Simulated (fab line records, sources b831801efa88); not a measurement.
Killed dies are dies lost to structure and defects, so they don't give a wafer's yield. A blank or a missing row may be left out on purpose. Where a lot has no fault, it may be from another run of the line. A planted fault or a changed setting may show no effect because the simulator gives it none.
Problem report in the 8D (eight disciplines) form, filled by code	flow sky130	the parts of the form that need people (team, actions taken, sign-off) are left out

== 1. THE PROBLEM ==
Wafers without a fault read 15.001, standard deviation 0.0047; beam energy keV at SKY_LDD_LDN_IMPLANT_08 reads a mean of 14.113 on 6 wafers belonging to 2 lots. That is -99 or more standard deviations from the usual mean.
First seen on wafer L706.1, day 26 00:30, on implanter-01. The record has a number at this step for 42 wafers belonging to 14 lots. Rule for "out", or "out of limits": more than 4 standard deviations from the usual mean. The rest of the wafers with a number are treated as sound.

== 2. WHAT THIS IS AND IS NOT ==
question	is	is not
which readings at this step	beam energy keV	-
which lots	L706, L707	L699, L700, L702, L703, L704, L711, L716, L717, L718, L719, L720, L721
which wafers of those lots	all that have a number	-
read on which tools	implanter-01	implanter-03, implanter-04
when	from day 26 00:30	up to then (15 sound wafers); but 21 sound wafers of L711, L716, L717, L718, L719, L720, L721 came after

== 3. THE SUSPECTS, EACH WITH WHAT RULES IT OUT ==
Counting: a tool at any process step up to the reading remains a suspect when it ran all the lots that are out and ran no sound lot after the first of those.
- implanter-01 at SKY_LDD_LDN_IMPLANT_08: ruled out as a lasting fault. After its first lot that is out, L706 (day 26 00:30), sound lots L718 ran on it.
Left after counting: nothing in the record.

== 4. THE CAUSE (what the simulator had put in) ==
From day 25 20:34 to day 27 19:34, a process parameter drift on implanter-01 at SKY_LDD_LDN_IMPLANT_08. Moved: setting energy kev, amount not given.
Counting ruled it out, wrongly.

== 5. THE CHAIN OF EFFECTS, in route order ==
Rows list readings where the struck wafers' mean (over those with a number) sits beyond 3 standard deviations from the usual. Scope: only readings with a usual standard deviation given in the record; hours: median across lots of the time from each lot's start at the first step in this table that gives one to its start at this step; sigmas: change in usual standard deviations.
hours	step	reading	usual	on struck wafers	change	sigmas
0	SKY_LDD_LDN_IMPLANT_08	beam energy keV	15.001	14.113	-0.888	-99 or more
The process steps in it:
- SKY_LDD_LDN_IMPLANT_08
At these later measuring or inspecting steps, every struck wafer for which the step has a row has a number for every such reading, and none has moved that far: SKY_LI_CONTACT_CD_MEAS_12.

== 6. WHAT WOULD HAVE CAUGHT IT SOONER ==
In this record the first reading out of limits was taken at day 26 00:30, 4 hours after the fault began at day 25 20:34.
